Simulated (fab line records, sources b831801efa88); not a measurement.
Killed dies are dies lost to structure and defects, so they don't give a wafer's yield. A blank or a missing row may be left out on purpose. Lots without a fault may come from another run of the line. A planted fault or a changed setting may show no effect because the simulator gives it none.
Chamber matching | flow gf180mcu | GF_V4_ETCH_16 on rie_diel-01: 4 sister chambers
The step etches BARC in N2/H2. 4 wafers are shown with their chamber, then 10 later ones without.

WAFERS WITH THEIR CHAMBER
wafer  | chamber | drypump_motor_current_A (A)
L085.5 | 2       | 5.6
L085.6 | 1       | 6.1
L088.2 | 3       | 6.0
L088.3 | 0       | 5.1

WAFERS WITHOUT THEIR CHAMBER
wafer  | drypump_motor_current_A (A)
L088.6 | 5.1
L089.2 | 6.1
L089.3 | 5.0
L089.6 | 6.0
L093.1 | 5.1
L093.3 | 6.1
L093.5 | 5.0
L096.2 | 6.1
L096.4 | 5.6
L096.5 | 6.1

WHICH CHAMBER EACH WENT THROUGH
wafer  | from the rows above | in truth
L088.6 | 0                   | 0
L089.2 | 1                   | 1
L089.3 | 0                   | 0
L089.6 | 3                   | 3
L093.1 | 0                   | 0
L093.3 | 1                   | 1
L093.5 | 0                   | 0
L096.2 | 1                   | 1
L096.4 | 2                   | 2
L096.5 | 1                   | 1
Placed correctly: 10 of 10. Can't be placed from these rows: 0. Placed wrongly: 0.
How it was worked out, from the rows above alone: a wafer's distance from a chamber is the root of the sum, over the readings, of the square of ((its reading less the chamber's mean) divided by the reading's scatter). The wafer belongs to the nearest chamber; if the next one is less than 2 further off, it can't be placed. A chamber's mean is the mean of its shown wafers. The scatter: with one shown wafer a chamber, the root of the mean of the squares of how far each hidden wafer lies from its nearest shown one.
